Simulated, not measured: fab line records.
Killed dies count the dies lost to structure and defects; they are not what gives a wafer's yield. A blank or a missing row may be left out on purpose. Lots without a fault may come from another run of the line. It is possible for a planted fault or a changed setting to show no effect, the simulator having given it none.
Check for tools in common || flow sky130 || Sample size 13 lots and 39 wafers

== WHY IT WAS OPENED ==
2 of 13 lots carry a flag on the reading GATE_OXIDE_TW at SKY_GATE_OXIDE_TW_MEAS_14. Fault-free wafers read 225.5, with a standard deviation of 1.2.
Rule: a lot gets a flag if all its wafers with a number sit over 4 standard deviations from that mean, or if no wafer of it has a number. As for the other lots, they are considered sound.

{"lot": "L232", "measured": "day 14 00:01", "on": "film_metro-02", "GATE_OXIDE_TW, wafer by wafer": "225.1 225.5 224.6", "flag": ""}
{"lot": "L235", "measured": "day 15 04:59", "on": "film_metro-04", "GATE_OXIDE_TW, wafer by wafer": "225.8 226.0 225.3", "flag": ""}
{"lot": "L237", "measured": "day 15 16:18", "on": "film_metro-04", "GATE_OXIDE_TW, wafer by wafer": "226.9 224.7 225.8", "flag": ""}
{"lot": "L238", "measured": "day 16 01:34", "on": "film_metro-01", "GATE_OXIDE_TW, wafer by wafer": "226.8 225.7 225.7", "flag": ""}
{"lot": "L239", "measured": "day 16 16:08", "on": "film_metro-02", "GATE_OXIDE_TW, wafer by wafer": "223.0 225.7 224.5", "flag": ""}
{"lot": "L240", "measured": "day 16 23:23", "on": "film_metro-04", "GATE_OXIDE_TW, wafer by wafer": "226.0 226.6 226.9", "flag": ""}
{"lot": "L241", "measured": "day 17 02:21", "on": "film_metro-02", "GATE_OXIDE_TW, wafer by wafer": "217.5 218.4 217.2", "flag": "FLAGGED"}
{"lot": "L243", "measured": "day 18 04:44", "on": "film_metro-04", "GATE_OXIDE_TW, wafer by wafer": "216.9 217.2 217.5", "flag": "FLAGGED"}
{"lot": "L251", "measured": "day 20 17:26", "on": "film_metro-02", "GATE_OXIDE_TW, wafer by wafer": "226.6 226.9 226.1", "flag": ""}
{"lot": "L252", "measured": "day 21 01:53", "on": "film_metro-01", "GATE_OXIDE_TW, wafer by wafer": "226.3 224.2 225.2", "flag": ""}
{"lot": "L253", "measured": "day 21 09:02", "on": "film_metro-02", "GATE_OXIDE_TW, wafer by wafer": "223.0 224.5 224.3", "flag": ""}
{"lot": "L254", "measured": "day 21 20:36", "on": "film_metro-01", "GATE_OXIDE_TW, wafer by wafer": "225.8 226.5 226.9", "flag": ""}
{"lot": "L255", "measured": "day 22 01:57", "on": "film_metro-01", "GATE_OXIDE_TW, wafer by wafer": "226.6 226.9 227.1", "flag": ""}
The mean of the flagged lots' numbers is 217.4, -8.1 from the usual (-7 standard deviations).

== WHICH TOOL RAN EACH LOT ==
The record keeps 1 process step preceding the reading, out of 708 steps on the route. Each cell gives the tool, then ch followed by the chambers the sampled wafers passed through, then the start.
{"lot": "L232", "flag": "", "SKY_GATE_OXIDE_IMPLANT_11": "implanter-03 ch 0, day 13 23:40"}
{"lot": "L235", "flag": "", "SKY_GATE_OXIDE_IMPLANT_11": "implanter-01 ch 0, day 15 04:38"}
{"lot": "L237", "flag": "", "SKY_GATE_OXIDE_IMPLANT_11": "implanter-03 ch 0, day 15 15:56"}
{"lot": "L238", "flag": "", "SKY_GATE_OXIDE_IMPLANT_11": "implanter-03 ch 0, day 16 01:13"}
{"lot": "L239", "flag": "", "SKY_GATE_OXIDE_IMPLANT_11": "implanter-02 ch 0, day 16 15:47"}
{"lot": "L240", "flag": "", "SKY_GATE_OXIDE_IMPLANT_11": "implanter-02 ch 0, day 16 22:56"}
{"lot": "L241", "flag": "FLAGGED", "SKY_GATE_OXIDE_IMPLANT_11": "implanter-02 ch 0, day 17 01:53"}
{"lot": "L243", "flag": "FLAGGED", "SKY_GATE_OXIDE_IMPLANT_11": "implanter-02 ch 0, day 18 04:23"}
{"lot": "L251", "flag": "", "SKY_GATE_OXIDE_IMPLANT_11": "implanter-02 ch 0, day 20 17:05"}
{"lot": "L252", "flag": "", "SKY_GATE_OXIDE_IMPLANT_11": "implanter-02 ch 0, day 21 01:34"}
{"lot": "L253", "flag": "", "SKY_GATE_OXIDE_IMPLANT_11": "implanter-02 ch 0, day 21 08:41"}
{"lot": "L254", "flag": "", "SKY_GATE_OXIDE_IMPLANT_11": "implanter-01 ch 0, day 21 20:16"}
{"lot": "L255", "flag": "", "SKY_GATE_OXIDE_IMPLANT_11": "implanter-02 ch 0, day 22 01:35"}
What is done by these steps:
- SKY_GATE_OXIDE_IMPLANT_11
- SKY_GATE_OXIDE_TW_MEAS_14

== FLAGGED AGAINST TOTAL, ONE TOOL AT A TIME (gauges that did the reading follow at the end) ==
{"step": "SKY_GATE_OXIDE_IMPLANT_11", "tool": "implanter-01", "lots run": 2, "flagged": 0, "share of the flagged lots": "none", "sound lots run after its first flagged lot": "-"}
{"step": "SKY_GATE_OXIDE_IMPLANT_11", "tool": "implanter-02", "lots run": 8, "flagged": 2, "share of the flagged lots": "all", "sound lots run after its first flagged lot": "4 (L251,L252,L253,L255)"}
{"step": "SKY_GATE_OXIDE_IMPLANT_11", "tool": "implanter-03", "lots run": 3, "flagged": 0, "share of the flagged lots": "none", "sound lots run after its first flagged lot": "-"}
{"step": "SKY_GATE_OXIDE_TW_MEAS_14", "tool": "film_metro-01", "lots run": 4, "flagged": 0, "share of the flagged lots": "none", "sound lots run after its first flagged lot": "-"}
{"step": "SKY_GATE_OXIDE_TW_MEAS_14", "tool": "film_metro-02", "lots run": 5, "flagged": 1, "share of the flagged lots": "some", "sound lots run after its first flagged lot": "2 (L251,L253)"}
{"step": "SKY_GATE_OXIDE_TW_MEAS_14", "tool": "film_metro-04", "lots run": 4, "flagged": 1, "share of the flagged lots": "some", "sound lots run after its first flagged lot": 0}

== WHAT THE TABLE ALLOWS ==
All flagged lots share 1 row of the table, namely implanter-02 at SKY_GATE_OXIDE_IMPLANT_11.
- implanter-02 at SKY_GATE_OXIDE_IMPLANT_11: 2 of its 8 lots flagged. Sound lots ran on it after the first flagged one (L251, L252, L253, L255), which a lasting fault on the whole tool wouldn't allow. Its own readings lie more than 4 standard deviations out on every wafer of the flagged lots: beam_energy_keV.
No row of the table ran every flagged lot and no sound lot after the first.

== WHAT THE SIMULATOR HAD PUT IN ==
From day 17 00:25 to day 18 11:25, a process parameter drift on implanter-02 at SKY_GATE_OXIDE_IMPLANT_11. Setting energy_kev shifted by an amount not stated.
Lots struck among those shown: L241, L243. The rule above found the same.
